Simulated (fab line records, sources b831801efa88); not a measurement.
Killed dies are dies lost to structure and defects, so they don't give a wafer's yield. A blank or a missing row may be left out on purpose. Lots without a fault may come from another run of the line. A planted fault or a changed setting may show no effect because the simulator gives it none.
A struck lot beside a sound one | flow gf180mcu | 44 steps out of a route of 602
Sound: wafers L888.3, L888.4, L888.6. Struck: wafers L894.1, L894.4, L894.5. The cause comes at the end.
At each step with rows: each side's tool, then ch and its chambers, then its first start. Under that, the readings that differ: sound wafers | struck wafers | difference of the means | sigmas: that difference in standard deviations of wafers without a fault.
alike: readings whose means differ by less than 2 such deviations, and words and numbers that are the same on both sides. not compared: withheld readings, readings that some wafer has no value for, bounds like >300 that may hide the same value, and numbers for which the record gives no deviation and whose values overlap.
The two part at a step that has a row with sigmas, a row that says differs or no value, or rows on one side only. Numbers that don't overlap but have no deviation are shown without sigmas and don't part them. A reading that every wafer of one side lacks parts them only if that side has two wafers or more.

first, 1 step without rows for these wafers: GF_MVSD_IMPLANT_09.
GF_MVSD_STRIP_10: strips in O2/N2.
  sound on plasma_asher-02 ch 0,1, day 4 21:34; struck on plasma_asher-02 ch 0,1, day 6 08:31
  alike: drypump_motor_current_A, heater_power_w, oes_product_au, platen_temp_c, strip_time_to_endpoint_s
  not compared: rf_hours_counter_h
GF_MVSD_TW_MEAS_11:
  sound on film_metro-04, day 4 21:39; struck on film_metro-01, day 6 08:37
  alike: MVSD_TW
then, 7 steps without rows for these wafers: GF_MVPSD_DEHYDRATE_00 (time 60 s); GF_MVPSD_HMDS_01 (prime time 60 s); GF_MVPSD_COAT_02 (resist thk 3000 nm); GF_MVPSD_SOFTBAKE_03; GF_MVPSD_EXPOSE_04 (exposes mask MVPSD, target cd 1000 nm); GF_MVPSD_PEB_05; GF_MVPSD_DEVELOP_06 (develop time 60 s).
GF_MVPSD_OVL_MEAS_07:
  sound on overlay-01, day 5 11:06; struck on overlay-01, day 6 23:55
  alike: MVPSD_OVL
then, 1 step without rows for these wafers: GF_MVPSD_IMPLANT_08.
GF_MVPSD_IMPLANT_09:
  sound on implanter-03 ch 0, day 5 11:20; struck on implanter-02 ch 0, day 7 00:05
  reading            | sound                         | struck                           | difference  | sigmas
  dose_ions_cm2      | 4.998e+12 5.005e+12 4.993e+12 | 3.8241e+13 3.8246e+13 3.8243e+13 | +3.3245e+13 | +99 or more
  faraday_current_uA | 27.9 28.3 28.6                | 215.9 209.5 214.8                | +185.1      | +99 or more
  alike: beam_energy_keV
GF_MVPSD_STRIP_10: strips in O2/N2.
  sound on plasma_asher-01 ch 0,1, day 5 11:28; struck on plasma_asher-04 ch 0,1, day 7 00:14
  alike: drypump_motor_current_A, heater_power_w, oes_product_au, platen_temp_c, strip_time_to_endpoint_s
  not compared: rf_hours_counter_h
GF_MVPSD_TW_MEAS_11:
  sound on film_metro-04, day 5 11:33; struck on film_metro-04, day 7 00:20
  reading  | sound             | struck            | difference | sigmas
  MVPSD_TW | 553.2 553.8 555.6 | 702.7 704.4 699.1 | +147.9     | +70
then, 7 steps without rows for these wafers: GF_VT_IMPLANT_DEHYDRATE_00 (time 60 s); GF_VT_IMPLANT_HMDS_01 (prime time 60 s); GF_VT_IMPLANT_COAT_02 (resist thk 1000 nm); GF_VT_IMPLANT_SOFTBAKE_03 (time 60 s); GF_VT_IMPLANT_EXPOSE_04 (exposes mask LVPWELL LV AREA, target cd 600 nm); GF_VT_IMPLANT_PEB_05; GF_VT_IMPLANT_DEVELOP_06 (develop time 60 s).
GF_VT_IMPLANT_OVL_MEAS_07:
  sound on overlay-01, day 6 01:56; struck on overlay-01, day 7 15:44
  alike: VT_IMPLANT_OVL
then, 1 step without rows for these wafers: GF_VT_IMPLANT_IMPLANT_08.
GF_VT_IMPLANT_STRIP_09: strips in O2/N2.
  sound on plasma_asher-02 ch 0,1, day 6 02:09; struck on plasma_asher-04 ch 0,1, day 7 15:55
  alike: drypump_motor_current_A, heater_power_w, oes_product_au, platen_temp_c, strip_time_to_endpoint_s
  not compared: rf_hours_counter_h
GF_VT_IMPLANT_TW_MEAS_10:
  sound on film_metro-04, day 6 02:14; struck on film_metro-04, day 7 16:01
  alike: VT_IMPLANT_TW
then, 7 steps without rows for these wafers: GF_VT_IMPLANT_DEHYDRATE_11 (time 60 s); GF_VT_IMPLANT_HMDS_12 (prime time 60 s); GF_VT_IMPLANT_COAT_13 (resist thk 1000 nm); GF_VT_IMPLANT_SOFTBAKE_14 (time 60 s); GF_VT_IMPLANT_EXPOSE_15 (exposes mask Nwell LV AREA, target cd 860 nm); GF_VT_IMPLANT_PEB_16; GF_VT_IMPLANT_DEVELOP_17 (develop time 60 s).
GF_VT_IMPLANT_OVL_MEAS_18:
  sound on overlay-01, day 6 17:07; struck on overlay-01, day 8 07:48
  alike: VT_IMPLANT_01_OVL
then, 1 step without rows for these wafers: GF_VT_IMPLANT_IMPLANT_19.
GF_VT_IMPLANT_STRIP_20: strips in O2/N2.
  sound on plasma_asher-01 ch 0,1, day 6 17:19; struck on plasma_asher-01 ch 0,1, day 8 07:59
  alike: drypump_motor_current_A, heater_power_w, oes_product_au, platen_temp_c, strip_time_to_endpoint_s
  not compared: rf_hours_counter_h
GF_VT_IMPLANT_TW_MEAS_21:
  sound on film_metro-02, day 6 17:25; struck on film_metro-04, day 8 08:05
  alike: VT_IMPLANT_2_TW
then, 5 steps without rows for these wafers: GF_VT_IMPLANT_DEHYDRATE_22 (time 60 s); GF_VT_IMPLANT_HMDS_23 (prime time 60 s); GF_VT_IMPLANT_COAT_24 (resist thk 1000 nm); GF_VT_IMPLANT_SOFTBAKE_25 (time 60 s); GF_VT_IMPLANT_EXPOSE_26 (exposes mask LVPWELL HV AREA, target cd 860 nm).
GF_VT_IMPLANT_RS_MEAS_49: measures by four-point-probe.
  sound on film_metro-01, day 8 02:35; struck on film_metro-03, day 9 17:27
  reading           | sound                | struck            | difference | sigmas
  MVPSD_RS (ohm/sq) | 1170.3 1171.7 1169.0 | 676.1 675.9 676.1 | -494.3     | -99 or more
GF_PASSIVATION_PROBE_99:
  the record has rows for the sound wafers here (prober-02, day 29 18:53) and none for the struck ones

WHERE THEY PART
First at GF_MVPSD_IMPLANT_09; last, within this record, at GF_PASSIVATION_PROBE_99.

WHY: what the simulator had put in
Process parameter drift: implanter-02, from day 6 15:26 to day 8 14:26, at GF_MVPSD_IMPLANT_09. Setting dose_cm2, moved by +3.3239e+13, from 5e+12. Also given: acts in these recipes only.
